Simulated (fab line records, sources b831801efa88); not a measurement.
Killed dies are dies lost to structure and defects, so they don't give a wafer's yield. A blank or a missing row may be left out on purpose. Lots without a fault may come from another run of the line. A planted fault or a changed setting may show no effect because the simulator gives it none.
A struck lot beside a sound one | flow sky130 | 23 steps out of a route of 708
Sound: wafers L785.1, L785.2, L785.5. Struck: wafer L801.6. (L801.4 of the same lot was not struck and is left out.) The cause comes at the end.
At each step with rows: each side's tool, then ch and its chambers, then its first start. Under that, the readings that differ: sound wafers | struck wafers | difference of the means | sigmas: that difference in standard deviations of wafers without a fault.
alike: readings whose means differ by less than 2 such deviations, and words and numbers that are the same on both sides. not compared: withheld readings, readings that some wafer has no value for, bounds like >300 that may hide the same value, and numbers for which the record gives no deviation and whose values overlap.
The two part at a step that has a row with sigmas, a row that says differs or no value, or rows on one side only. Numbers that don't overlap but have no deviation are shown without sigmas and don't part them. A reading that every wafer of one side lacks parts them only if that side has two wafers or more.

first, 1 step without rows for these wafers: SKY_CAP2M_DEVELOP_11 (develop time 60 s).
SKY_CAP2M_OVL_MEAS_12:
  sound on overlay-01, day 41 17:47; struck on overlay-01, day 45 18:34
  alike: CAP2M_OVL
SKY_CAP2M_METAL_ETCH_13: etches TiN in Cl2/BCl3, stops on SiO2, target depth 220 nm, time 62.9 s.
  sound on rie_metal-04 ch 0,1, day 41 17:49; struck on rie_metal-01 ch 1, day 45 18:36
  reading                     | sound          | struck | difference | sigmas
  drypump_motor_current_A (A) | 5.75 5.73 5.76 | 5.43   | -0.32      | -2
  alike: oes_product_au, throttle_valve_pct
  not compared: rf_hours_counter_h
SKY_CAP2M_STRIP_14: strips in O2/N2.
  sound on plasma_asher-04 ch 0,1, day 41 17:54; struck on plasma_asher-04 ch 1, day 45 18:41
  alike: drypump_motor_current_A, oes_product_au, strip_time_to_endpoint_s
  not compared: rf_hours_counter_h
then, 8 steps without rows for these wafers: SKY_CAP2M_STRIP_15 (strips in post etch residue remover, time 1200 s); SKY_CAP2M_CLEAN_16 (cleans in IPA, time 180 s); SKY_CAP2M_CLEAN_17 (cleans in O3/DIW); SKY_METAL4_DEHYDRATE_05 (time 60 s); SKY_METAL4_HMDS_06 (prime time 60 s); SKY_METAL4_COAT_07 (resist thk 60 nm); SKY_METAL4_COAT_08 (resist thk 1140 nm); SKY_METAL4_SOFTBAKE_09 (time 90 s).
SKY_METAL4_EXPOSE_10: exposes mask MM4, target cd 300 nm.
  sound on krf_scanner-01 ch 0, day 42 06:44; struck on krf_scanner-01 ch 0, day 46 05:53
  alike: mask, focus_offset_nm, stage_vel_mm_s
then, 2 steps without rows for these wafers: SKY_METAL4_PEB_11; SKY_METAL4_DEVELOP_12 (develop time 60 s).
SKY_METAL4_CD_MEAS_13: target cd 300 nm.
  sound on cd_sem-01, day 42 17:34; struck on cd_sem-02, day 46 15:29
  reading    | sound             | struck | difference | sigmas
  cd_nm (nm) | 300.2 301.7 301.3 | 219.3  | -81.8      | -55
SKY_METAL4_OVL_MEAS_14:
  sound on overlay-02, day 42 17:41; struck on overlay-01, day 46 15:34
  alike: METAL4_OVL
SKY_METAL4_DESCUM_15: chemistry O2, time 8 s.
  sound on rie_metal-03 ch 0,1, day 42 17:44; struck on rie_metal-01 ch 1, day 46 15:35
  reading                 | sound           | struck | difference | sigmas
  model.METAL4.cd_nm (nm) | 300.2 302 301.8 | 219    | -82        |
  alike: drypump_motor_current_A, oes_product_au
  not compared: rf_hours_counter_h
SKY_METAL4_ETCH_16: etches BARC in N2/H2, stops on SiO2, time 88.2 s, target depth 60 nm.
  sound on rie_metal-03 ch 0,1, day 42 17:46; struck on rie_metal-01 ch 1, day 46 15:39
  alike: drypump_motor_current_A, oes_product_au, throttle_valve_pct
  not compared: rf_hours_counter_h
SKY_METAL4_ETCH_17: etches SiO2 in C4F8/O2/Ar, stops on TiN, time 3.9 s, target depth 15 nm.
  sound on rie_diel-03 ch 0,1,3, day 42 17:52; struck on rie_diel-04 ch 3, day 46 15:43
  alike: oes_product_au
  not compared: rf_hours_counter_h
SKY_METAL4_METAL_ETCH_18: etches the open film in Cl2/BCl3, stops on SiO2, target depth 845 nm, time 183.1 s.
  sound on rie_metal-04 ch 0, day 42 17:53; struck on rie_metal-04 ch 0, day 46 15:47
  reading                 | sound           | struck | difference | sigmas
  model.METAL4.cd_nm (nm) | 301.8 305 299.8 | 215.7  | -86.5      |
  alike: drypump_motor_current_A, oes_product_au, throttle_valve_pct
  not compared: rf_hours_counter_h
SKY_METAL4_STRIP_19: strips in O2/N2.
  sound on plasma_asher-04 ch 0,1, day 42 18:14; struck on plasma_asher-01 ch 0, day 46 15:56
  alike: drypump_motor_current_A, oes_product_au, strip_time_to_endpoint_s
  not compared: rf_hours_counter_h
-- the record jumps here: 3 days lie between the struck wafers' starts before and after (it left off in module METAL4 and takes up again in module PAD_OPEN, whose first step shown is number 708 of the route) --
SKY_PAD_OPEN_PROBE_99:
  sound on prober-02, day 46 16:29; struck on prober-02, day 50 01:25
  reading                  | sound          | struck | difference | sigmas
  defect_limited_yield (%) | 82.9 82.1 83.5 | 0.2    | -82.6      | -41
  killed_at_M4_up          | 6 2 3          | 395    | +391       | +99 or more
  killed_dies              | 84 88 81       | 491    | +407       | +42
  killed_on_rim            | 13 12 13       | 95     | +82        | +22
  sort_bin_5_function (%)  | 10.2 11.4 9.3  | 91.3   | +81.0      | +58
  sort_n_pass              | 408 404 411    | 1      | -407       | -42
  sort_yield_pct (%)       | 82.9 82.1 83.5 | 0.2    | -82.6      | -41
  alike: killed_at_M0_to_M3, killed_at_contacts, killed_at_front_end, killed_at_other, killed_open, killed_short, sort_bin_3_pad_short, sort_bin_6_memory

WHERE THEY PART
First at SKY_CAP2M_METAL_ETCH_13; last, within this record, at SKY_PAD_OPEN_PROBE_99.

WHY: what the simulator had put in
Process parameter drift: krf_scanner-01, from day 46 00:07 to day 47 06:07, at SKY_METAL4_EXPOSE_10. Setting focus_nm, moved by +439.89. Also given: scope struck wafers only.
